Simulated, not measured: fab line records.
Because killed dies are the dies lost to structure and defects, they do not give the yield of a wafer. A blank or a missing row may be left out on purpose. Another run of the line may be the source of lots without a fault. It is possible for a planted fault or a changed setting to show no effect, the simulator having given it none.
Which tool did it?    flow sky130    6 lots with 17 wafers sampled at 2 steps, on a route of 708 steps

WHAT EACH GAUGE READ, for each wafer
SKY_LI_CONTACT_THK_MEAS_01.
lot   measured      on            LI_CONTACT_HDPCVD_THK (nm)
L270  day 28 13:40  filmMetro-01  926 928 920
L274  day 29 16:49  filmMetro-01  926 935 949
L279  day 31 19:04  filmMetro-02  914 918 935
L281  day 32 01:34  filmMetro-01  923 916 921
L282  day 32 05:12  filmMetro-04  923 1591
L293  day 35 07:18  filmMetro-02  952 940 939

EACH LOT AND THE TOOL THAT RAN IT (in order: tool; ch and the chambers of the sampled wafers; start)
lot   SKY_LI_CONTACT_HDPCVD_00
L270  hdpcvd-02 ch 1,2, day 28 13:34
L274  hdpcvd-01 ch 0,1,2, day 29 16:43
L279  hdpcvd-02 ch 0,2, day 31 18:57
L281  hdpcvd-01 ch 1,2, day 32 01:28
L282  hdpcvd-02 ch 0,1, day 32 05:06
L293  hdpcvd-01 ch 1, day 35 07:08
- SKY_LI_CONTACT_HDPCVD_00: deposits PSG, target thk 930 nm, time 155 s.

THE ANSWER, worked out from the rows above alone
Rule: usual is defined by the lots themselves. Put in order of their means at a reading, lots are off if they are a third of the lots or fewer, leave a main group of 4 or more, and stand apart from it by a gap of 3 or more times the standard deviation of the main group's means; of several such gaps the widest counts. A main group whose means are all the same, to the digits that the tables above print for the reading, isn't used. A lot without any number at a reading at which 4 lots or more have one is off too. The other lots that the step has rows for count as sound.
Off: L282, seen at SKY_LI_CONTACT_THK_MEAS_01 (LI_CONTACT_HDPCVD_THK). Mean 929 nm and standard deviation 9.1 in the main group.
If a tool, at a process step before that reading, ran all the lots that are off and no sound lot after the first of them, it fits. The gauges at SKY_LI_CONTACT_THK_MEAS_01 are tried like those tools. Can't be told from this: 2 tools fit, hdpcvd-02 at SKY_LI_CONTACT_HDPCVD_00, filmMetro-04 at SKY_LI_CONTACT_THK_MEAS_01.

WHAT THE SIMULATOR HAD PUT IN
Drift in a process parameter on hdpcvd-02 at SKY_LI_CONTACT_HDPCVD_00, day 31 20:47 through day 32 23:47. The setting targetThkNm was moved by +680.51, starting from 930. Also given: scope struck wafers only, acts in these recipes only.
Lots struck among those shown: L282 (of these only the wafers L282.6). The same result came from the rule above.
